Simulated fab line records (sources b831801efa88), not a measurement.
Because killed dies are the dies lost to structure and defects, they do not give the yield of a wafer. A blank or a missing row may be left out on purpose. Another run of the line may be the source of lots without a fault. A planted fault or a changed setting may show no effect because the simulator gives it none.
fab line records	flow sky130
[record] lots = 16	wafers = 48	last_day = 50
route steps=708 shown VIA2@522 CAPM@538 METAL3@560
lots that met no fault: from a run of the same line without faults
start_h: start of the lot's first displayed wafer, in hours after the record's first day	wait_h: hours since the lot's step before	" as in the row above	L1.1+2: a single row standing in for several wafers	- no value, or no start was given	* or withheld: withheld	< > ~ a bound
route shown NAME@n: NAME is a module with steps in the file, n the number in the route of the first one	usual: mean and standard deviation over wafers with no fault	same: alike in all rows	chamber/n: place in a boat	sites: readings site by site	_std_site: how widely they spread, as a standard deviation	_edge_site: mean of outer sites minus mean of inner sites	radius_mm: for every site, how far away it sits from the centre of the wafer	mask NAME#n: copy n	behind: tool/chamber where the wafer was last shaped	hold: why the lot went on hold/how many hours it stayed there/how the hold came to an end	device: transistor that didn't switch, given as n, p or np	end of line: tests run on the same wafers once the route is complete	a step given without rows: its recipe and nothing more	killed: the dies lost at the first sort to structure and to defects; this is not the yield of the wafer	map: shows each die of a wafer: x if killed, . if not, _ if none is there
set.NAME: setting as actually run; set.NAME@STEP: the setting as run at that earlier step	model.NAME: the simulator's own value behind a step, which no gauge read
the route's steps for a sample of lots (tables are steps, rows are wafers)
services: a tool's chamber out of use, with start hour (start_h, from the record's first day; less than 0 if before it), hours out, and reason
[[steps]]
[step SKY_VIA2_ETCH_15]
[recipe] target = SiO2	chemistry = C4F8/O2/Ar	target_depth_nm = 546	stop_on = TiN	mask_material = KrF-thick	source_w = 1500	bias_w = 1200	pressure_mtorr = 40	c4f8_flow_sccm = withheld	O2_flow_sccm = 6	Ar_flow_sccm = 300	time_s = 84
[usual] oes_product_au = 0.940/0.0048
lot.wafer	tool	chamber	start_h	wait_h	oes_product_au
L214.1	rie_diel-04	2	855.25	0.0	0.937
L214.2	"	0	"	"	0.942
L214.5	"	0	"	"	0.928
L215.3	rie_diel-04	1	863.37	0.0	0.936
L215.4	"	2	"	"	0.943
L215.6	"	3	"	"	0.939
L216.2	rie_diel-01	1	878.76	0.0	0.935
L216.3	"	0	"	"	0.949
L216.6	"	3	"	"	0.927
L217.1	rie_diel-04	2	878.85	0.0	0.940
L217.5	"	0	"	"	0.940
L217.6	"	3	"	"	0.940
L219.3	rie_diel-04	3	901.91	0.0	0.937
L219.4	"	1	"	"	0.938
L219.5	"	1	"	"	0.938
L220.3	rie_diel-01	0	906.30	0.0	0.934
L220.5	"	0	"	"	0.944
L220.6	"	3	"	"	0.943
L222.1	rie_diel-04	1	949.45	0.0	0.943
L222.4	"	1	"	"	0.940
L222.5	"	0	"	"	0.944
L224.1	rie_diel-03	2	952.16	0.0	0.941
L224.4	"	0	"	"	0.943
L224.5	"	1	"	"	0.942
L226.1	rie_diel-01	2	952.42	0.0	0.937
L226.3	"	0	"	"	0.940
L226.4	"	3	"	"	0.938
L225.2	rie_diel-01	2	955.10	0.0	0.949
L225.5	"	3	"	"	0.942
L225.6	"	2	"	"	0.945
L227.3	rie_diel-01	2	956.11	0.0	0.948
L227.4	"	1	"	"	0.947
L227.5	"	3	"	"	0.940
L228.4	rie_diel-03	2	961.87	0.0	0.942
L228.5	"	2	"	"	0.941
L228.6	"	3	"	"	0.943
L231.2	rie_diel-04	1	977.90	0.0	0.941
L231.3	"	2	"	"	0.935
L231.5	"	3	"	"	0.936
L230.1	rie_diel-04	3	980.10	0.0	0.941
L230.5	"	1	"	"	0.941
L230.6	"	2	"	"	0.947
L232.1	rie_diel-01	0	986.17	0.0	0.936
L232.2	"	3	"	"	0.945
L232.4	"	2	"	"	0.933
L234.3	rie_diel-01	3	999.96	0.0	0.950
L234.4	"	0	"	"	0.939
L234.5	"	0	"	"	0.938
[step SKY_CAPM_THK_MEAS_01]
[recipe] reads = SiO2_of_CAPM_CVD_00
[usual] CAPM_CVD_00_THK = 15.45/0.22
lot.wafer	tool	chamber	start_h	wait_h	CAPM_CVD_00_THK[nm]
L214.1	film_metro-02	-	856.93	-	15.31
L214.2	"	-	"	"	15.20
L214.5	"	-	"	"	15.54
L215.3	film_metro-03	-	864.90	-	15.02
L215.4	"	-	"	"	15.52
L215.6	"	-	"	"	15.35
L216.2	film_metro-03	-	880.27	-	15.29
L216.3	"	-	"	"	15.11
L216.6	"	-	"	"	15.40
L217.1	film_metro-01	-	880.41	-	14.82
L217.5	"	-	"	"	15.33
L217.6	"	-	"	"	15.09
L219.3	film_metro-03	-	903.45	-	15.36
L219.4	"	-	"	"	15.51
L219.5	"	-	"	"	15.62
L220.3	film_metro-01	-	907.83	-	15.20
L220.5	"	-	"	"	15.46
L220.6	"	-	"	"	15.47
L222.1	film_metro-01	-	951.10	-	15.13
L222.4	"	-	"	"	15.60
L222.5	"	-	"	"	15.68
L224.1	film_metro-02	-	953.75	-	15.28
L224.4	"	-	"	"	15.44
L224.5	"	-	"	"	15.61
L226.1	film_metro-03	-	953.93	-	15.27
L226.3	"	-	"	"	15.04
L226.4	"	-	"	"	15.45
L225.2	film_metro-03	-	956.77	-	15.18
L225.5	"	-	"	"	15.69
L225.6	"	-	"	"	15.72
L227.3	film_metro-03	-	957.76	-	15.28
L227.4	"	-	"	"	15.43
L227.5	"	-	"	"	15.46
L228.4	film_metro-01	-	963.41	-	15.70
L228.5	"	-	"	"	15.81
L228.6	"	-	"	"	15.92
L231.2	film_metro-03	-	979.51	-	15.54
L231.3	"	-	"	"	15.36
L231.5	"	-	"	"	15.45
L230.1	film_metro-02	-	981.70	-	15.31
L230.5	"	-	"	"	15.61
L230.6	"	-	"	"	15.67
L232.1	film_metro-03	-	987.67	-	15.41
L232.2	"	-	"	"	15.75
L232.4	"	-	"	"	15.57
L234.3	film_metro-03	-	1001.53	-	15.33
L234.4	"	-	"	"	15.44
L234.5	"	-	"	"	15.55
[step SKY_CAPM_THK_MEAS_04]
[recipe] thk_meas_gauge = xrf	reads = TiN_of_CAPM_SPUTTER_02
[usual] CAPM_TIN_THK = 199.7/2
lot.wafer	tool	chamber	start_h	wait_h	CAPM_TIN_THK[nm]
L214.1	film_metro-03	-	857.22	0.1	203.1
L214.2	"	-	"	"	197.2
L214.5	"	-	"	"	201.3
L215.3	film_metro-02	-	865.19	0.1	201.7
L215.4	"	-	"	"	203.9
L215.6	"	-	"	"	201.3
L216.2	film_metro-03	-	880.56	0.1	196.4
L216.3	"	-	"	"	197.2
L216.6	"	-	"	"	194.5
L217.1	film_metro-02	-	880.70	0.1	202.6
L217.5	"	-	"	"	203.3
L217.6	"	-	"	"	198.8
L219.3	film_metro-03	-	903.74	0.1	197.0
L219.4	"	-	"	"	200.0
L219.5	"	-	"	"	196.7
L220.3	film_metro-02	-	908.12	0.1	200.5
L220.5	"	-	"	"	196.2
L220.6	"	-	"	"	202.0
L222.1	film_metro-03	-	951.39	0.1	201.7
L222.4	"	-	"	"	200.8
L222.5	"	-	"	"	200.3
L224.1	film_metro-01	-	954.04	0.1	198.7
L224.4	"	-	"	"	201.3
L224.5	"	-	"	"	201.0
L226.1	film_metro-03	-	954.22	0.1	199.8
L226.3	"	-	"	"	199.8
L226.4	"	-	"	"	199.2
L225.2	film_metro-01	-	957.06	0.1	200.3
L225.5	"	-	"	"	201.5
L225.6	"	-	"	"	201.3
L227.3	film_metro-02	-	958.05	0.1	198.9
L227.4	"	-	"	"	200.9
L227.5	"	-	"	"	199.2
L228.4	film_metro-01	-	964.27	0.1	202.1
L228.5	"	-	"	"	199.4
L228.6	"	-	"	"	198.9
L231.2	film_metro-01	-	979.80	0.1	199.0
L231.3	"	-	"	"	197.7
L231.5	"	-	"	"	200.3
L230.1	film_metro-01	-	981.99	0.1	200.7
L230.5	"	-	"	"	197.6
L230.6	"	-	"	"	198.9
L232.1	film_metro-02	-	987.96	0.1	203.3
L232.2	"	-	"	"	198.5
L232.4	"	-	"	"	200.5
L234.3	film_metro-03	-	1001.82	0.1	198.9
L234.4	"	-	"	"	198.1
L234.5	"	-	"	"	198.6
[step SKY_METAL3_EXPOSE_10]
[recipe] mask_id = MM3	na = 0.68	source_shape = annular	sigma_inner = 0.4	sigma_outer = 0.8	target_cd_nm = 300	dose_mj = 28
[usual] exposure_dose_mJ_cm2 = 28.002/0.03
[same] na = 0.68
lot.wafer	tool	chamber	start_h	wait_h	mask	exposure_dose_mJ_cm2
L214.1	krf_scanner-01	0	897.44	-	MM3#0	27.970
L214.2	"	0	"	"	MM3#0	27.997
L214.5	"	0	"	"	MM3#0	27.995
L215.3	krf_scanner-01	0	903.82	-	MM3#0	28.013
L215.4	"	0	"	"	MM3#0	28.018
L215.6	"	0	"	"	MM3#0	27.975
L216.2	krf_scanner-01	0	918.23	-	MM3#0	27.988
L216.3	"	0	"	"	MM3#0	28.008
L216.6	"	0	"	"	MM3#0	27.963
L217.1	krf_scanner-02	0	918.51	-	MM3#0	27.995
L217.5	"	0	"	"	MM3#0	28.004
L217.6	"	0	"	"	MM3#0	28.013
L219.3	krf_scanner-01	0	941.46	-	MM3#0	28.015
L219.4	"	0	"	"	MM3#0	28.033
L219.5	"	0	"	"	MM3#0	28.022
L220.3	krf_scanner-02	0	947.35	-	MM3#0	27.999
L220.5	"	0	"	"	MM3#0	28.010
L220.6	"	0	"	"	MM3#0	27.963
L222.1	krf_scanner-02	0	986.41	-	MM3#0	20.624
L222.4	"	0	"	"	MM3#0	20.590
L222.5	"	0	"	"	MM3#0	20.640
L224.1	krf_scanner-02	0	989.39	-	MM3#0	20.664
L224.4	"	0	"	"	MM3#0	20.649
L224.5	"	0	"	"	MM3#0	20.676
L226.1	krf_scanner-02	0	990.02	-	MM3#0	20.598
L226.3	"	0	"	"	MM3#0	20.595
L226.4	"	0	"	"	MM3#0	20.639
L225.2	krf_scanner-01	0	992.46	-	MM3#0	28.023
L225.5	"	0	"	"	MM3#0	28.081
L225.6	"	0	"	"	MM3#0	28.069
L227.3	krf_scanner-01	0	993.15	-	MM3#0	27.996
L227.4	"	0	"	"	MM3#0	28.029
L227.5	"	0	"	"	MM3#0	28.051
L228.4	krf_scanner-02	0	1001.90	-	MM3#0	23.421
L228.5	"	0	"	"	MM3#0	23.408
L228.6	"	0	"	"	MM3#0	23.416
L231.2	krf_scanner-01	0	1015.01	-	MM3#0	27.977
L231.3	"	0	"	"	MM3#0	28.011
L231.5	"	0	"	"	MM3#0	27.969
L230.1	krf_scanner-01	0	1017.52	-	MM3#0	28.011
L230.5	"	0	"	"	MM3#0	28.008
L230.6	"	0	"	"	MM3#0	28.006
L232.1	krf_scanner-01	0	1024.51	-	MM3#0	27.961
L232.2	"	0	"	"	MM3#0	27.985
L232.4	"	0	"	"	MM3#0	27.997
L234.3	krf_scanner-01	0	1036.33	-	MM3#0	28.003
L234.4	"	0	"	"	MM3#0	28.016
L234.5	"	0	"	"	MM3#0	27.990
[step SKY_METAL3_CD_MEAS_13]
[recipe] target_cd_nm = 300
[usual] cd_nm = 299.7/1.5
lot.wafer	tool	chamber	start_h	wait_h	cd_nm
L214.1	cd_sem-02	-	908.64	-	300.3
L214.2	"	-	"	"	297.8
L214.5	"	-	"	"	299.3
L215.3	cd_sem-01	-	915.51	-	300.6
L215.4	"	-	"	"	299.4
L215.6	"	-	"	"	300.2
L216.2	cd_sem-02	-	930.88	-	302.4
L216.3	"	-	"	"	300.9
L216.6	"	-	"	"	300.5
L217.1	cd_sem-02	-	931.21	-	297.8
L217.5	"	-	"	"	299.0
L217.6	"	-	"	"	298.3
L219.3	cd_sem-01	-	954.41	-	296.1
L219.4	"	-	"	"	297.6
L219.5	"	-	"	"	299.1
L220.3	cd_sem-01	-	958.63	-	300.9
L220.5	"	-	"	"	299.9
L220.6	"	-	"	"	299.9
L222.1	cd_sem-01	-	998.37	-	355.5
L222.4	"	-	"	"	354.9
L222.5	"	-	"	"	354.2
L224.1	cd_sem-01	-	1001.71	-	355.5
L224.4	"	-	"	"	355.6
L224.5	"	-	"	"	355.1
L226.1	cd_sem-02	-	1001.84	-	357.2
L226.3	"	-	"	"	356.2
L226.4	"	-	"	"	355.9
L225.2	cd_sem-01	-	1004.18	-	298.4
L225.5	"	-	"	"	299.2
L225.6	"	-	"	"	298.3
L227.3	cd_sem-01	-	1005.33	-	301.0
L227.4	"	-	"	"	302.3
L227.5	"	-	"	"	301.4
L228.4	cd_sem-01	-	1012.22	-	331.1
L228.5	"	-	"	"	330.9
L228.6	"	-	"	"	332.7
L231.2	cd_sem-01	-	1027.21	-	297.7
L231.3	"	-	"	"	297.7
L231.5	"	-	"	"	298.5
L230.1	cd_sem-02	-	1030.24	-	296.8
L230.5	"	-	"	"	298.0
L230.6	"	-	"	"	297.5
L232.1	cd_sem-02	-	1035.07	-	303.2
L232.2	"	-	"	"	301.3
L232.4	"	-	"	"	302.5
L234.3	cd_sem-02	-	1047.15	-	297.8
L234.4	"	-	"	"	300.2
L234.5	"	-	"	"	300.6
[[services]]
tool	chamber	start_h	hours	kind
krf_scanner-02	-	863.98	4.0	pm
krf_scanner-01	-	882.07	0.8	pm
rie_diel-03	1	884.60	5.5	repair
krf_scanner-02	-	888.98	0.8	pm
rie_diel-04	0	892.00	4.3	repair
krf_scanner-01	-	901.89	0.2	repair
rie_diel-03	-	905.46	2.8	pm
krf_scanner-02	-	908.88	1.3	pm
rie_diel-01	0	911.41	9.7	repair
krf_scanner-02	-	931.12	2.7	repair
rie_diel-04	3	941.83	12.8	repair
krf_scanner-02	-	945.86	1.0	pm
rie_diel-04	1	968.16	2.2	repair
krf_scanner-01	-	974.53	1.0	pm
krf_scanner-02	-	991.04	2.4	repair
rie_diel-04	3	992.15	5.2	repair
rie_diel-01	0	1003.66	-	clean
rie_diel-01	0	1003.66	16.7	scheduled_down
rie_diel-01	0	1003.66	16.7	vent_cycle
krf_scanner-01	-	1004.52	1.3	pm
[[key]]
[first_sign] step = SKY_METAL3_EXPOSE_10	reading = exposure_dose_mJ_cm2	direction = down	sigmas = 99+	usual = *	struck = *
[effect] step = SKY_METAL3_CD_MEAS_13	reading = cd_nm	direction = up	sigmas = 33	usual = 299.7	struck = 349.6	through = control_loop
met_at SKY_METAL3_EXPOSE_10
struck_lots L222,L224,L226,L228
later_rows_left_out L222.4,L224.5,L226.1,L226.3
sort_left_out L222.1,L222.4,L222.5,L224.1,L224.4,L224.5,L226.1,L226.3,L226.4,L228.4,L228.5,L228.6
[loop_trim] step = SKY_METAL3_EXPOSE_10	setting = dose	lots = L228
not_acting_at SKY_VIA2_ETCH_15,SKY_CAPM_THK_MEAS_01,SKY_CAPM_THK_MEAS_04
onset_between 947.35 986.41
[fault] kind = process_parameter_drift	tool = krf_scanner-02	chamber = -	onset_h = 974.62	steps = SKY_METAL3_EXPOSE_10	channel = dose_mj	offset = -7.3647	shape = step	acts_in = these_recipes_only	stated = 28
// sort_left_out: the simulated sort isn't trusted on such a fault, so these wafers' sort isn't shown, and their yield isn't known
// later_rows_left_out: the simulator's readings of these wafers behind a module that went badly wrong aren't trusted and aren't shown, but for the sort
// loop_trim: a control loop set the setting to another value than it would have without faults
